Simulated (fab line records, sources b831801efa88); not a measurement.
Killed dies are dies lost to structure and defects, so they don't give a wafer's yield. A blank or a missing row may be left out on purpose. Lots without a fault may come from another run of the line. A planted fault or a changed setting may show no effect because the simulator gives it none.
Which tool did it? | flow gf180mcu | 6 lots, 18 wafers sampled, at 3 steps of a route of 602

WHAT THE GAUGES READ, wafer by wafer
GF_V5_THK_MEAS_03.
lot  | measured     | on            | V5_CVD_02_THK (nm)
L626 | day 27 03:07 | film_metro-01 | 1455 1439 1497
L627 | day 27 12:35 | film_metro-04 | 1433 1468 1463
L629 | day 28 00:23 | film_metro-03 | 1440 1445 1458
L631 | day 28 18:53 | film_metro-04 | 1434 1436 1452
L633 | day 28 22:44 | film_metro-03 | 1450 1434 1454
L643 | day 32 01:55 | film_metro-01 | 1437 1433 1437

WHICH TOOL RAN EACH LOT (tool, then ch and the chambers of the sampled wafers, then the start)
lot  | GF_V1_ETCH_16                      | GF_MIM_SPUTTER_08
L626 | rie_diel-01 ch 0,3, day 18 21:36   | pvd_sputter-03, day 25 06:35
L627 | rie_diel-01 ch 0,1,3, day 19 09:50 | pvd_sputter-01, day 25 16:41
L629 | rie_diel-04 ch 0,3, day 19 22:36   | pvd_sputter-03, day 26 05:53
L631 | rie_diel-01 ch 0,1,3, day 20 21:05 | pvd_sputter-03, day 27 01:04
L633 | rie_diel-04 ch 0,1,2, day 21 01:05 | pvd_sputter-04, day 27 04:46
L643 | rie_diel-04 ch 0,3, day 25 03:46   | pvd_sputter-03, day 30 14:37
- GF_V1_ETCH_16: etches BARC in N2/H2.
- GF_MIM_SPUTTER_08: material AlCu, target thk 200 nm, time 10.6 s.

THE ANSWER, worked out from the rows above alone
Rule: what is usual is taken from the lots themselves. Put in order of their means at a reading, lots are off if they are a third of the lots or fewer, leave a main group of 4 or more, and stand apart from it by a gap of 3 or more times the standard deviation of the main group's means; of several such gaps the widest counts. A main group whose means are all the same, to the digits that the tables above print for the reading, isn't used. A lot without any number at a reading at which 4 lots or more have one is off too. The other lots that the step has rows for count as sound.
No lot is off at any reading shown: from this, nothing can be told.

WHAT THE SIMULATOR HAD PUT IN
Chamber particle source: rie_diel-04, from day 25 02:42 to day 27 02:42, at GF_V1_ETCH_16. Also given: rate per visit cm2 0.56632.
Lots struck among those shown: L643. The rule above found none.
